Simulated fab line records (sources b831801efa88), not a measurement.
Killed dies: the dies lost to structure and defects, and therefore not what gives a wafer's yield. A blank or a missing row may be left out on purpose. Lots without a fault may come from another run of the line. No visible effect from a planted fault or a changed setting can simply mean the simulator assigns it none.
A struck lot beside a sound one || flow sky130 || 20 out of 708 route steps
Sound: wafers L496.1, L496.4, L496.6. Wafers L501.4, L501.5, L501.6 were the ones struck. At the end, the cause is stated.
Each step with rows lists, per side, the tool, then ch with its chambers, then its first start. Under that, the readings that differ: sound wafers || struck wafers || difference of the means || sigmas: that difference in standard deviations of wafers without a fault.
alike: a reading whose means differ by less than 2 such deviations, as well as words and numbers matching on both sides. not compared: withheld readings; readings where some wafer has no value; bounds like >300 that might hide an equal value; numbers whose values overlap and for which the record gives no deviation.
A row with sigmas, a row that says differs or no value, or rows on one side alone: a step with any of these is where the two part. Non-overlapping numbers with no deviation appear without sigmas and do not part them. A reading that every wafer of one side lacks parts them only if that side has two wafers or more.

first, 3 steps without rows for these wafers: SKY_LDD_P_EXPOSE_04 (exposes mask PSDM, target cd 380 nm); SKY_LDD_P_PEB_05; SKY_LDD_P_DEVELOP_06 (develop time 60 s).
SKY_LDD_P_CD_MEAS_07: target cd 380 nm.
  sound: cd-sem-02 at day 18 11:16; struck: cd-sem-01 at day 21 00:27
{"reading": "cd-nm (nm)", "sound": "375.4 377.6 377.9", "struck": "382.5 382.0 383.6", "difference": "+5.7", "sigmas": "+2"}
SKY_LDD_P_OVL_MEAS_08:
  sound: overlay-02 at day 18 11:23; struck: overlay-01 at day 21 00:31
  alike: LDD_P_OVL
next, for these wafers, 1 step has no rows: SKY_LDD_P_IMPLANT_09.
SKY_LDD_P_STRIP_10: strips in O2/N2.
  sound on plasma-asher-04 ch 0,1, day 18 11:35; struck on plasma-asher-01 ch 0,1, day 21 00:43
  alike: chamber-pressure-mTorr, drypump-motor-current-A, oes-product-au, strip-time-to-endpoint-s
  not compared: rf-hours-counter-h
SKY_LDD_P_TW_MEAS_11:
  sound: film-metro-02 at day 18 11:41; struck: film-metro-01 at day 21 00:49
  alike: LDD_P_TW
then, 4 steps without rows for these wafers: SKY_LDD_HVN_DEHYDRATE_00 (time 60 s); SKY_LDD_HVN_HMDS_01 (prime time 60 s); SKY_LDD_HVN_COAT_02 (resist thk 300 nm); SKY_LDD_HVN_SOFTBAKE_03 (time 60 s).
SKY_LDD_HVN_EXPOSE_04: exposes mask HVNTM, target cd 700 nm.
  sound on iline-stepper-02 ch 0, day 19 03:10; struck on iline-stepper-01 ch 0, day 21 16:29
{"reading": "mask", "sound": "HVNTM#0 HVNTM#0 HVNTM#0", "struck": "PSDM#0 PSDM#0 PSDM#0", "difference": "differs", "sigmas": ""}
then, 2 steps without rows for these wafers: SKY_LDD_HVN_PEB_05; SKY_LDD_HVN_DEVELOP_06 (develop time 60 s).
SKY_LDD_HVN_OVL_MEAS_07:
  sound: overlay-02 at day 19 17:22; struck: overlay-01 at day 22 06:34
{"reading": "LDD_HVN_OVL (nm)", "sound": "1.1 -0.4 -0.6", "struck": "- - -", "difference": "no value on the struck wafers", "sigmas": ""}
next, for these wafers, 1 step has no rows: SKY_LDD_HVN_IMPLANT_08.
SKY_LDD_HVN_STRIP_09: strips in O2/N2.
  sound on plasma-asher-04 ch 0,1, day 19 17:32; struck on plasma-asher-04 ch 0,1, day 22 06:46
  alike: chamber-pressure-mTorr, drypump-motor-current-A, oes-product-au, strip-time-to-endpoint-s
  not compared: rf-hours-counter-h
SKY_LDD_HVN_TW_MEAS_10:
  sound: film-metro-04 at day 19 17:38; struck: film-metro-02 at day 22 07:06
{"reading": "LDD_HVN_TW", "sound": "1463 1453 1455", "struck": "31 31 31", "difference": -1426, "sigmas": "-99 or more"}
  not compared: hold
SKY_PAD_OPEN_PROBE_99:
  the record has rows for the sound wafers here (prober-01, day 45 11:46) and none for the struck ones

== WHERE THEY PART ==
Earliest at SKY_LDD_P_CD_MEAS_07; latest, in this record, at SKY_PAD_OPEN_PROBE_99.

WHY: the cause the simulator had injected
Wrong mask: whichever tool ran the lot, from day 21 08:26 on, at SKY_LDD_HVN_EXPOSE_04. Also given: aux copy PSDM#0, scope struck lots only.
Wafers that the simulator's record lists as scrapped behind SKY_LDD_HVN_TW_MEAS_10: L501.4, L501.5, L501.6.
